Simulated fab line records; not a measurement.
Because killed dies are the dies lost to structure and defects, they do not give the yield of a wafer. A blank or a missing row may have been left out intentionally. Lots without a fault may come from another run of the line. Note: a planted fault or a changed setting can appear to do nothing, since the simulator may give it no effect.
fab line records | flow sky130
[record] lots = 12 wafers = 36 last_day = 50
route steps=708 shown LDD_LDN@301 POLY_CUT@318 SD_N@345 PAD_OPEN@708
lots that met no fault: taken from a fault-free run of the same line
start_h: hours from the record's first day to the start of the lot's first wafer shown | wait_h: hours from the lot's prior step to this one | " repeats the value in the row above | L1.1+2: one row covering several wafers at once | - no value, or no start was given | * or withheld: withheld | < > ~ a bound
route shown NAME@n: a module of which the file shows steps, and the number in the route of the first | usual: mean and standard deviation over wafers with no fault | same: alike in all rows | chamber/n: place in a boat | sites: the reading at each site | _std_site: standard deviation of those values | _edge_site: inner sites' mean taken away from outer sites' mean | radius_mm: for every site, how far away it sits from the centre of the wafer | mask NAME#n: copy n | behind: the most recent tool/chamber to have shaped the wafer | hold: reason for holding the lot/hours on hold/outcome of the hold | device: the n, p or np transistor that did not switch | end of line: tests run on the same wafers once the route is complete | a step given without rows: its recipe and nothing more | killed: dies lost to structure and defects at the first sort, not the wafer's yield | map: per-die view of a wafer (x killed, . not killed, _ where there is no die)
set.NAME: the setting as run; set.NAME@STEP: as run at that earlier step | model.NAME: the simulator's own value behind a step, which no gauge read
the route's steps for a sample of lots (tables are steps, rows are wafers)
services: a tool's chamber out of use, with start hour (start_h, from the record's first day; less than 0 if before it), hours out, and reason
[[steps]]
[step SKY_LDD_LDN_STRIP_12]
[recipe] chemistry = O2/N2 power_w = 1400 pressure_mtorr = 1500 platen_temp_c = withheld o2_flow_sccm = 3000 n2_flow_sccm = 300 overash_fraction = 0.5
[usual] drypump_motor_current_A = 5.52/0.27 n2_flow_sccm = 300.0/0.84 oes_product_au = 0.715/0.0048 strip_time_to_endpoint_s = 14.21/0.045
// columns lot.wafer tool chamber start_h wait_h drypump_motor_current_A n2_flow_sccm oes_product_au rf_hours_counter_h strip_time_to_endpoint_s
L510.1 plasma_asher-01 1 515.87 0.1 5.63 301.0 0.716 8 14.24
L510.4 " 1 " " 5.61 300.5 0.713 - 14.21
L510.6 " 0 " " 5.74 300.3 0.708 - 14.22
L512.1 plasma_asher-02 0 548.39 0.1 5.63 301.0 0.717 43 14.15
L512.3 " 1 " " 5.24 299.8 0.716 - 14.16
L512.6 " 0 " " 5.65 299.6 0.709 - 14.19
L514.3 plasma_asher-01 0 562.76 0.1 5.73 300.2 0.712 - 14.18
L514.4 " 1 " " 5.65 299.7 0.707 - 14.16
L514.6 " 0 " " 5.70 301.1 0.717 - 14.16
L516.2 plasma_asher-01 0 582.10 0.1 5.70 300.0 0.719 14 14.21
L516.3 " 1 " " 5.62 299.6 0.714 - 14.21
L516.4 " 0 " " 5.72 301.2 0.710 - 14.20
L519.2 plasma_asher-03 0 602.49 0.1 5.06 299.9 0.706 80 14.22
L519.5 " 1 " " 5.89 300.8 0.711 - 14.23
L519.6 " 0 " " 5.03 298.6 0.712 - 14.18
L520.3 plasma_asher-02 1 623.91 0.1 5.24 299.6 0.715 - 14.28
L520.4 " 0 " " 5.64 300.4 0.722 - 14.19
L520.5 " 1 " " 5.24 300.2 0.716 - 14.28
L521.1 plasma_asher-03 0 626.47 0.1 5.07 298.2 0.720 83 14.22
L521.3 " 1 " " 5.89 300.7 0.719 - 14.22
L521.4 " 0 " " 5.07 299.8 0.709 - 14.23
L522.4 plasma_asher-02 1 634.71 0.1 5.23 298.8 0.719 - 14.16
L522.5 " 1 " " 5.23 298.8 0.717 - 14.16
L522.6 " 0 " " 5.63 299.8 0.718 - 14.13
L528.3 plasma_asher-02 0 682.07 0.1 5.63 299.4 0.714 - 14.27
L528.4 " 1 " " 5.25 299.0 0.715 - 14.26
L528.6 " 1 " " 5.28 297.8 0.713 - 14.27
L531.3 plasma_asher-03 0 697.91 0.1 5.02 300.4 0.718 - 14.23
L531.5 " 0 " " 5.07 300.6 0.709 - 14.26
L531.6 " 1 " " 5.91 299.3 0.717 - 14.21
L532.2 plasma_asher-01 0 709.15 0.1 5.72 299.1 0.715 29 14.23
L532.4 " 0 " " 5.73 298.4 0.715 - 14.23
L532.6 " 1 " " 5.61 301.1 0.714 - 14.24
L533.1 plasma_asher-02 1 714.40 0.1 5.24 300.1 0.719 60 14.20
L533.3 " 1 " " 5.24 299.6 0.713 - 14.18
L533.6 " 0 " " 5.66 300.9 0.718 - 14.23
[step SKY_POLY_CUT_ETCH_11]
[recipe] target = Si3N4 chemistry = CF4/CH2F2/Ar stop_on = poly-Si source_w = 600 bias_w = 150 pressure_mtorr = 40 cf4_flow_sccm = 40 ch2f2_flow_sccm = 20 Ar_flow_sccm = 150 time_s = 42.5 target_depth_a = 600
[usual] bias_w = 150.0/0.45 cf4_flow_sccm = 40.01/0.12 drypump_motor_current_A = 5.9/0.4 oes_product_au = 0.831/0.0062 throttle_valve_pct = 14.994/0.0097
// columns lot.wafer tool chamber start_h wait_h bias_w cf4_flow_sccm drypump_motor_current_A oes_product_au rf_hours_counter_h throttle_valve_pct
L510.1 rie_diel-04 3 548.77 0.0 150.5 40.00 5.5 0.821 0 14.991
L510.4 " 0 " " 149.9 40.19 5.6 0.827 65 14.995
L510.6 " 1 " " 149.6 40.08 6.7 0.825 - 15.009
L512.1 rie_diel-04 0 579.97 0.0 150.0 40.05 5.6 0.843 66 15.000
L512.3 " 2 " " 150.4 40.03 6.3 0.825 4 14.991
L512.6 " 1 " " 150.0 39.99 6.7 0.833 - 14.980
L514.3 rie_diel-01 2 593.25 0.0 150.1 39.86 6.0 0.832 48 15.007
L514.4 " 1 " " 151.1 40.09 6.5 0.840 0 14.976
L514.6 " 1 " " 150.7 40.04 6.6 0.824 - 15.011
L516.2 rie_diel-02 2 613.32 0.0 149.9 39.95 5.6 0.826 11 15.013
L516.3 " 3 " " 150.3 39.85 5.8 0.837 6 14.995
L516.4 " 2 " " 149.9 40.15 5.6 0.830 - 15.002
L519.2 rie_diel-01 2 634.72 0.0 149.8 40.03 6.0 0.832 49 14.986
L519.5 " 1 " " 150.1 39.99 6.6 0.824 - 14.985
L519.6 " 2 " " 150.4 39.94 6.0 0.833 - 14.978
L520.3 rie_diel-04 1 653.57 0.0 150.1 39.89 6.7 0.825 1 14.980
L520.4 " 2 " " 150.4 39.90 6.3 0.825 6 15.000
L520.5 " 2 " " 149.8 39.73 6.3 0.836 - 14.990
L521.1 rie_diel-04 1 656.52 0.0 150.7 40.16 6.7 0.824 1 14.994
L521.3 " 3 " " 149.7 39.93 5.5 0.838 2 15.003
L521.4 " 2 " " 149.5 40.13 6.3 0.835 6 14.996
L522.4 rie_diel-04 1 664.72 0.0 149.8 39.96 6.7 0.833 1 14.974
L522.5 " 0 " " 150.4 39.86 5.6 0.837 - 15.006
L522.6 " 1 " " 149.9 40.10 6.7 0.837 - 15.003
L528.3 rie_diel-02 3 711.92 0.0 150.0 40.19 5.8 0.835 8 15.007
L528.4 " 1 " " 149.3 40.14 5.9 0.823 21 15.002
L528.6 " 1 " " 149.9 39.99 5.9 0.834 - 14.990
L531.3 rie_diel-01 1 727.07 0.0 - - - - - -
L531.5 " 0 " " - - - - - -
L531.6 " 3 " " - - - - - -
L532.2 rie_diel-04 3 737.82 0.0 - - - - - -
L532.4 " 1 " " - - - - - -
L532.6 " 2 " " - - - - - -
L533.1 rie_diel-02 1 744.47 0.0 150.7 39.92 5.9 0.834 21 14.985
L533.3 " 2 " " 149.9 40.09 5.6 0.835 14 14.991
L533.6 " 0 " " 150.5 39.90 5.6 0.825 - 14.985
[step SKY_SD_N_SOFTBAKE_03]
[recipe] temp_c = 90 time_s = 61.49 resist = NOVOLAK
[usual] plate_sensor_t_centre_C = 90.758/0.011 plate_sensor_t_edge_C = 90.828/0.0092
// columns lot.wafer tool chamber start_h wait_h plate_sensor_t_centre_C plate_sensor_t_edge_C
L510.1 litho_track-03 0 621.20 0.1 90.744 90.808
L510.4 " 0 " " 90.769 90.820
L510.6 " 0 " " 90.762 90.836
L512.1 litho_track-03 0 651.00 0.1 90.754 90.843
L512.3 " 0 " " 90.768 90.829
L512.6 " 0 " " 90.775 90.812
L514.3 litho_track-04 0 664.67 0.1 90.769 90.837
L514.4 " 0 " " 90.760 90.837
L514.6 " 0 " " 90.754 90.828
L516.2 litho_track-01 0 684.91 0.1 90.771 90.821
L516.3 " 0 " " 90.754 90.841
L516.4 " 0 " " 90.758 90.836
L519.2 litho_track-01 0 706.36 0.1 90.755 90.825
L519.5 " 0 " " 90.753 90.807
L519.6 " 0 " " 90.752 90.838
L520.3 litho_track-01 0 725.34 0.1 90.747 90.828
L520.4 " 0 " " 90.754 90.845
L520.5 " 0 " " 90.766 90.833
L521.1 litho_track-03 0 726.95 0.1 90.738 90.821
L521.3 " 0 " " 90.748 90.847
L521.4 " 0 " " 90.760 90.817
L522.4 litho_track-03 0 734.98 0.1 90.760 90.822
L522.5 " 0 " " 90.748 90.825
L522.6 " 0 " " 90.765 90.822
L528.3 litho_track-04 0 780.47 0.1 90.765 90.832
L528.4 " 0 " " 90.773 90.830
L528.6 " 0 " " 90.766 90.814
L533.1 litho_track-03 0 811.75 0.1 90.757 90.831
L533.3 " 0 " " 90.762 90.821
L533.6 " 0 " " 90.737 90.843
[step SKY_SD_N_OVL_MEAS_08]
[usual] SD_N_OVL = -1.8/1.3
// columns lot.wafer tool chamber start_h wait_h SD_N_OVL[nm]
L510.1 overlay-01 - 635.56 0.1 -0.8
L510.4 " - " " -2.7
L510.6 " - " " -2.5
L512.1 overlay-02 - 665.19 0.1 -2.8
L512.3 " - " " -2.1
L512.6 " - " " -5.3
L514.3 overlay-02 - 679.53 0.1 0.5
L514.4 " - " " -1.4
L514.6 " - " " -0.6
L516.2 overlay-02 - 699.04 0.1 -3.6
L516.3 " - " " -2.6
L516.4 " - " " -2.7
L519.2 overlay-01 - 720.71 0.1 -0.9
L519.5 " - " " -3.7
L519.6 " - " " -2.3
L520.3 overlay-02 - 738.70 0.1 -1.0
L520.4 " - " " -0.2
L520.5 " - " " -0.7
L521.1 overlay-02 - 741.04 0.1 -2.9
L521.3 " - " " -1.5
L521.4 " - " " -1.4
L522.4 overlay-02 - 749.06 0.1 -2.9
L522.5 " - " " -0.3
L522.6 " - " " -0.1
L528.3 overlay-01 - 793.87 0.1 -1.9
L528.4 " - " " -2.6
L528.6 " - " " -2.1
L533.1 overlay-02 - 824.62 0.1 -2.0
L533.3 " - " " -1.7
L533.6 " - " " -1.0
[step SKY_PAD_OPEN_PROBE_99]
[usual] killed_at_M0_to_M3 = 45/7.1 killed_at_M4_up = 3.0/1.8 killed_at_contacts = 24/5.4 killed_at_front_end = 16/4.9 killed_at_other = 0.3/0.63 killed_dies = 88/11 killed_on_rim = 17/3.4 killed_open = 47/7.4 killed_short = 40/7
[same] gross_dies = 492 killed_at_back_side = 0
// columns lot.wafer tool chamber start_h wait_h hold killed_at_M0_to_M3 killed_at_M4_up killed_at_contacts killed_at_front_end killed_at_other killed_dies killed_on_rim killed_open killed_short
L510.1 prober-01 - 1066.66 0.1 - 40 4 23 14 0 81 14 43 37
L510.4 prober-01 - 1066.81 0.2 - 57 4 30 24 0 115 23 67 47
L510.6 prober-01 - 1066.91 0.2 - 58 4 24 21 0 107 16 56 50
L512.1 prober-01 - 1089.68 0.1 - 38 4 25 15 0 82 17 43 38
L512.3 prober-01 - 1089.78 0.2 - 37 1 25 4 0 67 15 43 24
L512.6 prober-01 - 1089.93 0.2 - 50 3 29 11 0 93 19 43 50
L514.3 prober-01 - 1101.00 0.2 - 45 2 31 16 0 94 17 52 40
L514.4 prober-01 - 1101.05 0.2 - 44 2 29 14 0 89 20 49 38
L514.6 prober-01 - 1101.15 0.2 - 52 5 39 18 0 114 18 61 53
L516.2 prober-01 - 1112.83 0.1 - 40 2 15 18 0 75 14 48 26
L516.3 prober-01 - 1112.88 0.2 - 36 2 21 16 1 76 15 32 43
L516.4 prober-01 - 1112.93 0.2 - 43 3 29 19 1 95 14 46 48
L519.2 prober-02 - 1129.13 0.1 - 47 4 22 10 0 83 20 50 33
L519.5 prober-02 - 1129.28 0.2 - 49 1 15 20 1 86 21 43 43
L519.6 prober-02 - 1129.33 0.2 - 42 5 21 7 0 75 12 41 34
L520.3 prober-01 - 1140.12 0.2 - 55 4 20 20 0 99 23 52 47
L520.4 prober-01 - 1140.17 0.2 - 51 1 25 20 0 97 14 54 43
L520.5 prober-01 - 1140.22 0.2 - 53 1 26 11 0 91 19 51 40
L521.1 prober-02 - 1141.84 0.1 - 41 2 27 14 0 84 11 51 33
L521.3 prober-02 - 1141.94 0.2 - 42 1 24 10 0 77 16 44 33
L521.4 prober-02 - 1141.99 0.2 - 36 1 28 17 0 82 17 46 36
L522.4 prober-01 - 1150.50 0.2 - 34 5 23 9 1 72 18 44 28
L522.5 prober-01 - 1150.55 0.2 - 38 5 23 12 0 78 14 34 44
L522.6 prober-01 - 1150.60 0.2 - 41 0 22 14 0 77 20 51 26
L528.3 prober-01 - 1177.74 0.2 - 35 5 24 13 0 77 16 45 32
L528.4 prober-01 - 1177.79 0.2 - 35 2 23 10 0 70 15 43 27
L528.6 prober-01 - 1177.89 0.2 - 31 6 32 19 0 88 18 41 47
L531.3 prober-02 - 1188.51 0.2 await_dispo/4.3h/scrap 46 5 25 416 0 492 96 52 48
L531.5 prober-02 - 1188.61 0.2 await_dispo/4.3h/scrap 51 4 23 411 3 492 96 57 42
L531.6 prober-02 - 1188.66 0.2 await_dispo/4.3h/scrap 36 3 24 429 0 492 96 52 39
L532.2 prober-01 - 1194.27 0.1 await_dispo/1.6h/scrap 44 3 17 428 0 492 96 46 32
L532.4 prober-01 - 1194.37 0.2 await_dispo/1.6h/scrap 39 4 25 424 0 492 96 52 30
L532.6 prober-01 - 1194.47 0.2 await_dispo/1.6h/scrap 40 1 32 419 0 492 96 43 40
L533.1 prober-02 - 1197.51 0.1 - 36 3 24 9 0 72 10 43 29
L533.3 prober-02 - 1197.61 0.2 - 52 2 31 19 1 105 20 51 54
L533.6 prober-02 - 1197.76 0.2 - 38 4 33 20 1 96 22 56 40
// killed by level:class
L510.1 VIA1:geometric_particle:open=10 CONTACT:geometric_particle:open=9 LI_CONTACT:geometric_particle:open=6 METAL1:geometric_particle:short=6 METAL2:geometric_particle:short=6 FIELD_ISO:geometric_particle:short=5 LI_CONTACT:geometric_particle:short=5 FIELD_ISO:geometric_particle:open=4
L510.4 CONTACT:geometric_particle:open=15 FIELD_ISO:geometric_particle:open=10 VIA3:geometric_particle:open=9 VIA1:geometric_particle:open=9 VIA2:geometric_particle:open=8 VIA3:geometric_particle:short=6 VIA1:geometric_particle:short=6 METAL2:geometric_particle:short=6
L510.6 VIA1:geometric_particle:open=19 FIELD_ISO:geometric_particle:short=8 CONTACT:geometric_particle:open=8 VIA1:geometric_particle:short=8 VIA3:geometric_particle:open=7 LI_CONTACT:geometric_particle:open=6 METAL1:geometric_particle:short=6 VIA2:geometric_particle:open=5
L512.1 CONTACT:geometric_particle:open=10 VIA1:geometric_particle:short=7 LI_CONTACT:geometric_particle:open=6 VIA1:geometric_particle:open=6 VIA2:geometric_particle:open=6 METAL3:geometric_particle:short=6 FIELD_ISO:geometric_particle:open=4 METAL1:geometric_particle:short=4
L512.3 VIA1:geometric_particle:open=12 CONTACT:geometric_particle:open=9 VIA3:geometric_particle:open=8 LI_CONTACT:geometric_particle:open=7 CONTACT:geometric_particle:short=5 METAL1:geometric_particle:short=5 LOCAL_INTERCONNECT:geometric_particle:short=3 VIA2:geometric_particle:open=3
L512.6 VIA1:geometric_particle:short=10 LI_CONTACT:geometric_particle:open=8 CONTACT:geometric_particle:open=7 METAL2:geometric_particle:short=7 CONTACT:geometric_particle:short=6 METAL1:geometric_particle:short=6 VIA3:geometric_particle:open=6 POLY_GATE:geometric_particle:short=5
L514.3 VIA1:geometric_particle:open=12 CONTACT:geometric_particle:open=8 POLY_GATE:geometric_particle:open=7 LI_CONTACT:geometric_particle:open=7 VIA3:geometric_particle:short=7 METAL1:geometric_particle:short=7 CONTACT:geometric_particle:short=6 VIA3:geometric_particle:open=6
L514.4 CONTACT:geometric_particle:open=15 VIA1:geometric_particle:open=11 VIA3:geometric_particle:open=6 VIA1:geometric_particle:short=5 FIELD_ISO:geometric_particle:short=4 LI_CONTACT:geometric_particle:open=4 CONTACT:geometric_particle:short=4 METAL2:geometric_particle:short=4
L514.6 CONTACT:geometric_particle:open=15 VIA1:geometric_particle:open=11 VIA1:geometric_particle:short=10 LI_CONTACT:geometric_particle:open=8 POLY_GATE:geometric_particle:open=7 CONTACT:geometric_particle:short=7 VIA2:geometric_particle:open=7 METAL1:geometric_particle:short=6
L516.2 VIA3:geometric_particle:open=10 CONTACT:geometric_particle:open=7 VIA1:geometric_particle:open=7 VIA1:geometric_particle:short=6 FIELD_ISO:geometric_particle:short=4 FIELD_ISO:geometric_particle:open=4 LI_CONTACT:geometric_particle:open=4 METAL2:geometric_particle:short=4
L516.3 POLY_GATE:geometric_particle:short=6 CONTACT:geometric_particle:open=6 VIA3:geometric_particle:open=6 FIELD_ISO:geometric_particle:short=5 LI_CONTACT:geometric_particle:open=5 LOCAL_INTERCONNECT:geometric_particle:short=5 VIA1:geometric_particle:open=5 VIA3:geometric_particle:short=5
L516.4 VIA1:geometric_particle:open=10 CONTACT:geometric_particle:open=8 LI_CONTACT:geometric_particle:open=7 FIELD_ISO:geometric_particle:short=6 LI_CONTACT:geometric_particle:short=6 VIA3:geometric_particle:short=6 VIA3:geometric_particle:open=6 CONTACT:geometric_particle:short=5
L519.2 VIA1:geometric_particle:open=14 VIA3:geometric_particle:open=9 CONTACT:geometric_particle:open=8 LI_CONTACT:geometric_particle:open=7 METAL1:geometric_particle:short=5 METAL2:geometric_particle:short=4 POLY_GATE:geometric_particle:short=4 LOCAL_INTERCONNECT:geometric_particle:short=4
L519.5 METAL1:geometric_particle:short=9 VIA1:geometric_particle:open=8 METAL2:geometric_particle:short=7 VIA3:geometric_particle:open=7 FIELD_ISO:geometric_particle:short=6 VIA2:geometric_particle:open=6 POLY_GATE:geometric_particle:short=5 LOCAL_INTERCONNECT:geometric_particle:open=4
L519.6 VIA2:geometric_particle:open=11 VIA1:geometric_particle:open=9 CONTACT:geometric_particle:open=7 LI_CONTACT:geometric_particle:open=6 METAL1:geometric_particle:short=6 METAL2:geometric_particle:short=5 LOCAL_INTERCONNECT:geometric_particle:short=4 METAL4:geometric_particle:short=4
L520.3 VIA1:geometric_particle:open=11 CONTACT:geometric_particle:open=9 FIELD_ISO:geometric_particle:short=8 FIELD_ISO:geometric_particle:open=6 VIA2:geometric_particle:open=6 VIA3:geometric_particle:open=6 METAL2:geometric_particle:short=5 POLY_GATE:geometric_particle:short=5
L520.4 CONTACT:geometric_particle:open=13 VIA1:geometric_particle:open=12 VIA1:geometric_particle:short=7 VIA2:geometric_particle:open=7 LI_CONTACT:geometric_particle:open=6 FIELD_ISO:geometric_particle:short=5 VIA3:geometric_particle:open=5 METAL2:geometric_particle:short=5
L520.5 VIA1:geometric_particle:open=16 METAL2:geometric_particle:short=9 LI_CONTACT:geometric_particle:open=8 CONTACT:geometric_particle:open=7 VIA1:geometric_particle:short=6 METAL1:geometric_particle:short=5 VIA3:geometric_particle:short=5 VIA3:geometric_particle:open=4
L521.1 CONTACT:geometric_particle:open=12 VIA1:geometric_particle:open=8 LI_CONTACT:geometric_particle:open=7 VIA1:geometric_particle:short=6 METAL2:geometric_particle:short=6 VIA3:geometric_particle:open=6 FIELD_ISO:geometric_particle:short=4 VIA2:geometric_particle:open=4
L521.3 VIA1:geometric_particle:open=12 CONTACT:geometric_particle:open=8 LI_CONTACT:geometric_particle:open=7 CONTACT:geometric_particle:short=5 VIA1:geometric_particle:short=5 METAL2:geometric_particle:short=5 VIA2:geometric_particle:open=5 VIA3:geometric_particle:open=4
L521.4 METAL2:geometric_particle:short=11 CONTACT:geometric_particle:open=11 LI_CONTACT:geometric_particle:open=8 CONTACT:geometric_particle:short=6 POLY_GATE:geometric_particle:open=5 METAL1:geometric_particle:open=5 FIELD_ISO:geometric_particle:short=4 VIA2:geometric_particle:open=4
L522.4 VIA1:geometric_particle:open=10 CONTACT:geometric_particle:open=9 VIA2:geometric_particle:open=8 LI_CONTACT:geometric_particle:open=6 LOCAL_INTERCONNECT:geometric_particle:short=5 VIA3:geometric_particle:open=4 POLY_GATE:geometric_particle:open=3 CONTACT:geometric_particle:short=3
L522.5 VIA1:geometric_particle:open=7 CONTACT:geometric_particle:open=6 VIA2:geometric_particle:open=6 VIA2:geometric_particle:short=5 POLY_GATE:geometric_particle:short=5 LI_CONTACT:geometric_particle:open=5 LI_CONTACT:geometric_particle:short=5 METAL2:geometric_particle:short=5
L522.6 CONTACT:geometric_particle:open=11 VIA3:geometric_particle:open=8 VIA2:geometric_particle:open=8 VIA1:geometric_particle:open=7 POLY_GATE:geometric_particle:open=5 LI_CONTACT:geometric_particle:open=5 VIA1:geometric_particle:short=5 METAL3:geometric_particle:short=5
L528.3 VIA1:geometric_particle:open=8 VIA3:geometric_particle:open=8 CONTACT:geometric_particle:open=7 LI_CONTACT:geometric_particle:open=6 VIA2:geometric_particle:open=5 POLY_GATE:geometric_particle:short=4 SPACER:geometric_particle:short=4 LOCAL_INTERCONNECT:geometric_particle:short=4
L528.4 VIA1:geometric_particle:open=13 LI_CONTACT:geometric_particle:open=7 CONTACT:geometric_particle:open=6 FIELD_ISO:geometric_particle:open=4 LOCAL_INTERCONNECT:geometric_particle:short=4 VIA1:geometric_particle:short=4 VIA2:geometric_particle:open=4 FIELD_ISO:geometric_particle:short=3
L528.6 CONTACT:geometric_particle:open=11 FIELD_ISO:geometric_particle:short=7 LI_CONTACT:geometric_particle:open=6 LOCAL_INTERCONNECT:geometric_particle:short=6 VIA1:geometric_particle:open=6 METAL3:geometric_particle:short=6 FIELD_ISO:geometric_particle:open=4 POLY_GATE:geometric_particle:short=4
L531.3 POLY_CUT:area_etch=392 VIA1:geometric_particle:open=11 POLY_GATE:geometric_particle:short=9 LI_CONTACT:geometric_particle:open=7 VIA3:geometric_particle:open=7 LOCAL_INTERCONNECT:geometric_particle:short=6 FIELD_ISO:geometric_particle:short=5 VIA3:geometric_particle:short=5
L531.5 POLY_CUT:area_etch=393 VIA1:geometric_particle:open=18 LI_CONTACT:geometric_particle:open=9 CONTACT:geometric_particle:open=7 VIA2:geometric_particle:open=7 METAL2:geometric_particle:short=6 VIA2:geometric_particle:short=6 FIELD_ISO:geometric_particle:open=5
L531.6 POLY_CUT:area_etch=401 VIA1:geometric_particle:open=12 CONTACT:geometric_particle:open=11 FIELD_ISO:geometric_particle:open=10 POLY_GATE:geometric_particle:short=6 POLY_GATE:geometric_particle:open=5 VIA3:geometric_particle:open=5 SONOS_ONO:geometric_particle:short=4
L532.2 POLY_CUT:area_etch=414 VIA1:geometric_particle:open=14 CONTACT:geometric_particle:open=10 METAL2:geometric_particle:short=6 POLY_GATE:geometric_particle:open=5 VIA2:geometric_particle:short=5 VIA2:geometric_particle:open=5 POLY_GATE:geometric_particle:short=4
L532.4 POLY_CUT:area_etch=410 VIA2:geometric_particle:open=10 CONTACT:geometric_particle:open=8 LI_CONTACT:geometric_particle:open=8 CONTACT:geometric_particle:short=6 VIA1:geometric_particle:open=6 VIA3:geometric_particle:open=6 POLY_GATE:geometric_particle:open=5
L532.6 POLY_CUT:area_etch=409 CONTACT:geometric_particle:open=14 METAL1:geometric_particle:short=7 VIA1:geometric_particle:short=7 VIA3:geometric_particle:open=6 LI_CONTACT:geometric_particle:short=5 LI_CONTACT:geometric_particle:open=5 METAL2:geometric_particle:short=4
L533.1 VIA1:geometric_particle:open=11 VIA2:geometric_particle:open=8 LI_CONTACT:geometric_particle:open=8 CONTACT:geometric_particle:open=7 CONTACT:geometric_particle:short=6 METAL2:geometric_particle:short=4 VIA3:geometric_particle:open=4 FIELD_ISO:geometric_particle:short=3
L533.3 CONTACT:geometric_particle:open=9 VIA2:geometric_particle:open=8 FIELD_ISO:geometric_particle:open=7 VIA3:geometric_particle:short=7 VIA1:geometric_particle:open=7 LI_CONTACT:geometric_particle:short=6 LI_CONTACT:geometric_particle:open=6 CONTACT:geometric_particle:short=6
L533.6 CONTACT:geometric_particle:open=13 VIA1:geometric_particle:open=8 VIA3:geometric_particle:open=8 LOCAL_INTERCONNECT:geometric_particle:short=6 VIA2:geometric_particle:open=6 POLY_GATE:geometric_particle:open=5 LI_CONTACT:geometric_particle:open=5 FIELD_ISO:geometric_particle:short=4
[[services]]
// columns tool chamber start_h hours kind
rie_diel-01 2 509.21 5.8 repair
plasma_asher-02 - 510.40 1.7 repair
rie_diel-04 0 521.28 4.7 repair
rie_diel-02 1 527.48 17.8 repair
plasma_asher-03 - 529.49 5.5 repair
rie_diel-01 3 529.82 6.2 repair
plasma_asher-02 - 540.37 0.8 repair
rie_diel-02 2 562.18 18.7 repair
rie_diel-01 - 565.46 0.2 repair
plasma_asher-03 - 565.76 0.9 repair
rie_diel-01 1 568.89 3.3 repair
plasma_asher-02 - 611.40 4.5 repair
rie_diel-02 0 612.47 11.0 repair
rie_diel-02 3 644.05 9.2 repair
plasma_asher-03 - 647.15 2.8 pm
rie_diel-02 3 657.98 4.8 repair
plasma_asher-01 - 663.76 3.3 repair
rie_diel-02 2 668.04 10.4 repair
rie_diel-02 3 687.11 3.3 repair
rie_diel-02 1 694.13 7.5 repair
plasma_asher-02 - 742.67 0.7 repair
plasma_asher-02 - 751.20 4.2 repair
plasma_asher-03 - 752.68 1.3 repair
plasma_asher-02 - 810.30 1.5 repair
[[key]]
[first_sign] step = SKY_POLY_CUT_ETCH_11 reading = tool_record direction = missing
[effect] step = SKY_PAD_OPEN_PROBE_99 reading = killed_at_front_end direction = up sigmas = 82 usual = 16 struck = 421
[more_kills_born_at] SKY_POLY_CUT_ETCH_11@rie_diel-04 = 1233 SKY_POLY_CUT_ETCH_11@rie_diel-01 = 1186
met_at SKY_POLY_CUT_ETCH_11
struck_lots L531,L532
later_rows_left_out L531.3,L531.5,L531.6,L532.2,L532.4,L532.6
tester_left_out L531,L532
not_acting_at SKY_LDD_LDN_STRIP_12,SKY_SD_N_SOFTBAKE_03,SKY_SD_N_OVL_MEAS_08
onset_between 664.72 727.07
[fault] kind = skipped_step_whole tool = rie_diel-01,rie_diel-04 chamber = - onset_h = 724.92 steps = SKY_POLY_CUT_ETCH_11 scope = struck_lots_only
// tester_left_out: of these lots the tester's yield and bins aren't shown, on N5 and GAA mostly nor the transistor test; their killed dies are dies lost to structure and defects alone, not to doping, threshold or leakage, so they don't give the yield
// later_rows_left_out: the simulator's readings of these wafers behind a module that went badly wrong aren't trusted and aren't shown, but for the sort
